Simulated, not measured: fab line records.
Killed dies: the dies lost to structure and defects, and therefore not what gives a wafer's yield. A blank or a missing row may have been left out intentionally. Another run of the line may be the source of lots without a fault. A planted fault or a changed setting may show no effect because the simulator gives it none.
Which of the tools did it? + flow gf180mcu + 13 lots, 39 wafers sampled, at 4 steps of a route of 602

== WHAT THE GAUGES SHOWED, per wafer ==
GF_STI_THK_MEAS_22.
| lot  | measured    | on           | STI_OXIDATION_01_THK (nm) |
|------|-------------|--------------|---------------------------|
| L959 | day 2 04:41 | filmMetro-02 | 14.70 14.39 14.72         |
| L961 | day 2 14:57 | filmMetro-04 | 15.19 14.83 15.10         |
| L962 | day 2 18:39 | filmMetro-02 | 15.03 14.93 15.05         |
| L963 | day 2 23:39 | filmMetro-04 | 14.84 15.07 14.49         |
| L966 | day 3 17:38 | filmMetro-02 | 14.77 14.93 14.88         |
| L968 | day 4 02:30 | filmMetro-04 | 14.87 14.89 14.54         |
| L969 | day 4 10:47 | filmMetro-02 | 14.87 14.98 14.93         |
| L973 | day 5 02:50 | filmMetro-01 | 15.27 15.27 15.33         |
| L977 | day 6 01:52 | filmMetro-04 | - - -                     |
| L978 | day 6 04:37 | filmMetro-01 | - - -                     |
| L979 | day 6 10:26 | filmMetro-01 | 15.41 15.58 15.24         |
| L981 | day 6 21:01 | filmMetro-01 | 14.97 15.19 15.35         |
| L982 | day 7 00:39 | filmMetro-02 | 14.94 15.01 14.90         |

GF_SAB_CD_MEAS_09: target cd 420 nm.
| lot  | measured     | on       | cdNm (nm)         |
|------|--------------|----------|-------------------|
| L959 | day 14 21:41 | cdSem-01 | 417.4 418.7 419.9 |
| L961 | day 15 16:31 | cdSem-02 | 417.6 416.6 420.2 |
| L962 | day 16 01:49 | cdSem-01 | 419.1 417.5 420.5 |
| L963 | day 16 07:25 | cdSem-01 | 420.4 421.0 421.6 |
| L966 | day 17 14:59 | cdSem-01 | 416.9 419.4 417.0 |
| L968 | day 18 08:31 | cdSem-02 | 422.0 421.7 421.2 |
| L969 | day 18 22:31 | cdSem-02 | 418.3 418.3 419.9 |
| L973 | day 20 03:28 | cdSem-01 | 418.6 417.1 420.2 |
| L979 | day 22 07:43 | cdSem-02 | 419.7 421.5 423.0 |
| L981 | day 23 07:08 | cdSem-02 | 417.8 421.7 419.4 |
| L982 | day 23 08:03 | cdSem-02 | 422.5 421.9 422.5 |

GF_SAB_OVL_MEAS_10.
| lot  | measured     | on         | SAB_OVL (nm)  |
|------|--------------|------------|---------------|
| L959 | day 14 21:48 | overlay-02 | 2.2 2.8 1.9   |
| L961 | day 15 16:38 | overlay-01 | 0.2 -0.6 -1.4 |
| L962 | day 16 01:56 | overlay-01 | 1.2 1.1 -0.8  |
| L963 | day 16 07:32 | overlay-02 | 1.6 1.3 3.5   |
| L966 | day 17 15:05 | overlay-02 | 0.2 2.5 1.4   |
| L968 | day 18 08:38 | overlay-01 | 0.9 -0.9 1.1  |
| L969 | day 18 22:38 | overlay-01 | -1.4 -0.9 1.3 |
| L973 | day 20 03:35 | overlay-01 | -0.7 2.1 1.5  |
| L979 | day 22 07:50 | overlay-01 | -0.2 1.5 0.3  |
| L981 | day 23 07:14 | overlay-01 | -2.8 0.0 -1.3 |
| L982 | day 23 08:08 | overlay-02 | -0.1 2.7 0.6  |

== WHICH TOOL RAN EACH LOT (tool, then ch and the chambers of the sampled wafers, then the start) ==
| lot  | GF_STI_CVD_03              |
|------|----------------------------|
| L959 | lpcvd-02 ch 1, day 1 12:19 |
| L961 | lpcvd-01 ch 1, day 1 21:34 |
| L962 | lpcvd-02 ch 0, day 2 02:53 |
| L963 | lpcvd-02 ch 0, day 2 07:34 |
| L966 | lpcvd-01 ch 0, day 2 22:35 |
| L968 | lpcvd-01 ch 1, day 3 08:34 |
| L969 | lpcvd-01 ch 1, day 3 15:23 |
| L973 | lpcvd-02 ch 1, day 4 09:34 |
| L977 | lpcvd-01 ch 0, day 5 06:27 |
| L978 | lpcvd-01 ch 0, day 5 10:46 |
| L979 | lpcvd-01 ch 1, day 5 16:20 |
| L981 | lpcvd-01 ch 0, day 6 02:03 |
| L982 | lpcvd-01 ch 0, day 6 06:34 |
- GF_STI_CVD_03: deposits Si3N4 from DCS/NH3, target thk 207.16 nm, time 3551 s.

== AS READ BY THE TOOLS THEMSELVES (means over the sampled wafers that have a number; for cases with no such wafer, the mark the record gives instead) ==
GF_STI_CVD_03.
| lot  | tool     | pressureMtorr (mTorr) | spikeTcBottomC (C) | spikeTcCentreC (C) | zonePowerLowerPct (%) | zonePowerUpperPct (%) |
|------|----------|-----------------------|--------------------|--------------------|-----------------------|-----------------------|
| L959 | lpcvd-02 | 249.6                 | 791.9              | 770.7              | 13.3                  | 14.1                  |
| L961 | lpcvd-01 | 249.8                 | 788.1              | 767.4              | 12.2                  | 12.4                  |
| L962 | lpcvd-02 | 249.9                 | 796.1              | 769.3              | 14.1                  | 13.0                  |
| L963 | lpcvd-02 | 249.6                 | 795.8              | 769.6              | 14.2                  | 12.8                  |
| L966 | lpcvd-01 | 250.0                 | 792.2              | 768.4              | 13.2                  | 14.7                  |
| L968 | lpcvd-01 | 250.4                 | 787.8              | 767.8              | 12.1                  | 12.4                  |
| L969 | lpcvd-01 | 249.7                 | 788.2              | 769.7              | 12.2                  | 12.6                  |
| L973 | lpcvd-02 | 249.4                 | 790.3              | 770.0              | 13.5                  | 14.3                  |
| L977 | lpcvd-01 | -                     | -                  | -                  | -                     | -                     |
| L978 | lpcvd-01 | -                     | -                  | -                  | -                     | -                     |
| L979 | lpcvd-01 | 249.7                 | 786.7              | 769.2              | 12.2                  | 12.4                  |
| L981 | lpcvd-01 | 249.3                 | 792.1              | 768.5              | 13.0                  | 14.7                  |
| L982 | lpcvd-01 | 249.9                 | 794.2              | 768.3              | 13.1                  | 14.7                  |

== THE ANSWER, worked out from the rows above alone ==
Rule: the lots themselves supply what counts as usual. The widest of any qualifying gaps counts: lots, ordered by their means at a reading, are off when they make up no more than a third of the lots, leave a main group of 4 or more, and stand apart from it by 3 or more times the standard deviation of that group's means. Not used: any main group whose means are identical at the precision the tables above print for the reading. A lot without any number at a reading at which 4 lots or more have one is off too. All remaining lots with rows at the step are treated as sound. First the gauges in route order, then the tools' own readings, where a lot's mean is used as printed above. The first step at which some lot is off is used, and at that step the reading that is off furthest; a lot without a number counts as furthest.
Off: L977, L978, seen at GF_STI_THK_MEAS_22 (STI_OXIDATION_01_THK). Without a number there: L977, L978. Main group: mean 14.98 nm, sd 0.23.
A tool fits if, at a process step before that reading, it ran every lot that is off, and no sound lot after the first of them. The gauges at GF_STI_THK_MEAS_22 aren't tried: what is off there is off at GF_STI_CVD_03 too, on other tools, and a gauge's error can't cause that. No candidate that was tried fits.

== WHAT HAD BEEN PUT IN BY THE SIMULATOR ==
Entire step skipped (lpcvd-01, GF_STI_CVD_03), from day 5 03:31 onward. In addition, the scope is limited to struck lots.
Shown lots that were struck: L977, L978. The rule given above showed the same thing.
